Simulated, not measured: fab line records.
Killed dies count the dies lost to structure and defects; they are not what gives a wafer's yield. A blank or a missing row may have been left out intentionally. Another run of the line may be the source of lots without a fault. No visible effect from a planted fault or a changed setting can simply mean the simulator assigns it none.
Comparing a struck lot with a sound one || flow sfq-line || 17 steps out of a route of 325
Sound: these wafers, L279.3, L279.5, L279.6. The struck wafers were L291.3, L291.4, L291.5. Last of all comes the cause.
At each step with rows: each side's tool, then ch and its chambers, then its first start. Under that, the readings that differ: sound wafers || struck wafers || difference of the means || sigmas: that difference in standard deviations of wafers without a fault.
alike: readings with means less than 2 such deviations apart, plus words and numbers identical on both sides. not compared: withheld readings, readings lacking a value on some wafer, bounds such as >300 that could conceal the same value, and numbers that have no deviation in the record and whose values overlap.
Wherever a step has rows on one side only, a row that says differs or no value, or a row with sigmas, the two part there. Numbers that have no deviation but don't overlap get no sigmas and don't part them. A reading that every wafer of one side lacks parts them only if that side has two wafers or more.

first, 1 step without rows for these wafers: SFQ_TRILAYER_M5_STRIP_SOLV_CLEAN_128 (cleans in NMP, time 600 s).
SFQ_TRILAYER_A5B_DEP_PECVD_129: deposits SiO2 from SiH4/N2O, time 133.33 s, target thk 600 nm.
  sound on pecvd-01 ch 1,2, day 48 04:17; struck on pecvd-01 ch 0,1,2, day 54 12:29
  alike: heater-power-w, rf-fwd-power-W, susceptor-temp-C, throttle-valve-pct
SFQ_TRILAYER_A5B_CMP_CMP_130: polishes, stops on Nb, target thk 340.7 nm.
  sound on cmp-01 ch 0,1, day 48 13:06; struck on cmp-02 ch 0,1,3, day 54 12:35
  alike: motor-current-A
then, 2 steps without rows for these wafers: SFQ_TRILAYER_A5B_METRO_MEASURE_131; SFQ_TRILAYER_R5_DEP_SPUTTER_132 (material Ti, target thk 5 nm, time 5 s).
SFQ_TRILAYER_R5_DEP_SPUTTER_133: material MoNx, target thk 40 nm, time 66.7 s.
  sound on pvd-sputter-06 at day 48 16:49; struck on pvd-sputter-03 at day 54 16:48
  alike: chamber-pressure-pa, throttle-valve-pct
SFQ_TRILAYER_R5_DEP_SPUTTER_134: material Ti, target thk 5 nm, time 5 s.
  sound on pvd-sputter-06 at day 48 16:52; struck on pvd-sputter-03 at day 54 16:51
  alike: chamber-pressure-pa, throttle-valve-pct
SFQ_R5_RS_MEAS_933: measures by four-point-probe.
  sound on film-metro-02 at day 48 16:56; struck on film-metro-04 at day 54 16:55
  alike: R5_MONX_RS
SFQ_R5_THK_MEAS_934: measures by xrf.
  sound on film-metro-02 at day 48 17:02; struck on film-metro-04 at day 54 17:01
  alike: R5_MONX_THK
then, 3 steps without rows for these wafers: SFQ_TRILAYER_R5_LITHO_COAT_141 (resist thk 62 nm); SFQ_TRILAYER_R5_LITHO_COAT_136 (resist thk 600 nm); SFQ_TRILAYER_R5_LITHO_SOFTBAKE_140.
-- the record jumps here: 5 days lie between the struck wafers' starts before and after --
SFQ_TRILAYER_R5_LITHO_EXPOSE_137: exposes mask R5, target cd 500 nm.
  sound on krf-scanner-01 ch 0, day 54 12:43; struck on krf-scanner-02 ch 0, day 60 01:29
{"reading": "model.R5.overlay-x-nm (nm)", "sound": "-3.895 -3.895 -3.895", "struck": "56.72 56.72 56.72", "difference": "+60.62", "sigmas": ""}
  alike: mask
then, 2 steps without rows for these wafers: SFQ_TRILAYER_R5_LITHO_PEB_139 (peb time 60 s); SFQ_TRILAYER_R5_LITHO_DEVELOP_138 (time 60 s).
SFQ_R5_OVL_MEAS_935:
  sound on overlay-01 at day 54 13:50; struck on overlay-01 at day 60 02:36
{"reading": "R5_OVL (nm)", "sound": "-4 -10 2", "struck": "47 57 59", "difference": "+58", "sigmas": "+11"}
SFQ_TRILAYER_R5_BARC_OPEN_METAL_ETCH_177: etches BARC in O2, target depth 125 nm, time 41.7 s.
  sound on rie-metal-04 ch 0,1, day 54 13:53; struck on rie-metal-04 ch 0,1, day 60 02:39
  alike: drypump-motor-current-A, oes-product-au, rf-fwd-power-W
  not compared: rf-hours-counter-h

WHERE THEY PART
Only at SFQ_R5_OVL_MEAS_935, as far as this record shows. Later steps at which nothing parts them and some readings are alike: SFQ_TRILAYER_R5_BARC_OPEN_METAL_ETCH_177.

WHY: whatever the simulator had introduced
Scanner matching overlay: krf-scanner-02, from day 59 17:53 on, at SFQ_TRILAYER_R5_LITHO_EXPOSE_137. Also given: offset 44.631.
